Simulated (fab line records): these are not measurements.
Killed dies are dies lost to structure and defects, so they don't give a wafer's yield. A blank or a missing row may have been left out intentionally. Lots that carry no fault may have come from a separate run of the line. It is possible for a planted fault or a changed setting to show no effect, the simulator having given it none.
Which tool did it? || flow gf180mcu || 6 lots, 18 wafers sampled, at 2 steps of a route of 602

## WHAT THE GAUGES SHOWED, per wafer
GF_POLY_GATE_THK_MEAS_01.
{"lot": "L599", "measured": "day 8 18:26", "on": "film_metro-02", "POLY_GATE_CVD_00_THK (nm)": "198.0 200.0 200.1"}
{"lot": "L604", "measured": "day 10 05:57", "on": "film_metro-04", "POLY_GATE_CVD_00_THK (nm)": "196.8 197.7 199.0"}
{"lot": "L608", "measured": "day 11 12:31", "on": "film_metro-02", "POLY_GATE_CVD_00_THK (nm)": "202.4 201.9 202.3"}
{"lot": "L610", "measured": "day 12 06:14", "on": "film_metro-02", "POLY_GATE_CVD_00_THK (nm)": "126.5 127.2 125.8"}
{"lot": "L612", "measured": "day 12 14:09", "on": "film_metro-02", "POLY_GATE_CVD_00_THK (nm)": "129.2 128.8 128.0"}
{"lot": "L620", "measured": "day 15 01:31", "on": "film_metro-02", "POLY_GATE_CVD_00_THK (nm)": "202.9 204.0 203.5"}

## TOOL THAT RAN EACH LOT (tool first, then ch and the chambers of the sampled wafers, then the start)
{"lot": "L599", "GF_POLY_GATE_CVD_00": "lpcvd-02 ch 0, day 8 17:05"}
{"lot": "L604", "GF_POLY_GATE_CVD_00": "lpcvd-01 ch 1, day 10 03:56"}
{"lot": "L608", "GF_POLY_GATE_CVD_00": "lpcvd-02 ch 0, day 11 11:10"}
{"lot": "L610", "GF_POLY_GATE_CVD_00": "lpcvd-02 ch 0, day 12 03:14"}
{"lot": "L612", "GF_POLY_GATE_CVD_00": "lpcvd-02 ch 0, day 12 12:47"}
{"lot": "L620", "GF_POLY_GATE_CVD_00": "lpcvd-02 ch 0, day 15 00:11"}
- GF_POLY_GATE_CVD_00: deposits poly-Si, target thk 200 nm, time 1200 s.

## THE ANSWER, worked out from the rows above alone
Rule: usual is defined by the lots themselves. Put in order of their means at a reading, lots are off if they are a third of the lots or fewer, leave a main group of 4 or more, and stand apart from it by a gap of 3 or more times the standard deviation of the main group's means; of several such gaps the widest counts. If all means in a main group match to the digits the tables above print for the reading, that group is not used. A lot without any number at a reading at which 4 lots or more have one is off too. Where the step has rows for the other lots, those lots are counted as sound.
Off: at GF_POLY_GATE_THK_MEAS_01 (POLY_GATE_CVD_00_THK), L610, L612. Main group: mean 200.7 nm, sd 2.2.
If a tool, at a process step before that reading, ran all the lots that are off and no sound lot after the first of them, it fits. The gauges at GF_POLY_GATE_THK_MEAS_01 are tried like those tools. No candidate that was tried fits.

## WHAT HAD BEEN PUT IN BY THE SIMULATOR
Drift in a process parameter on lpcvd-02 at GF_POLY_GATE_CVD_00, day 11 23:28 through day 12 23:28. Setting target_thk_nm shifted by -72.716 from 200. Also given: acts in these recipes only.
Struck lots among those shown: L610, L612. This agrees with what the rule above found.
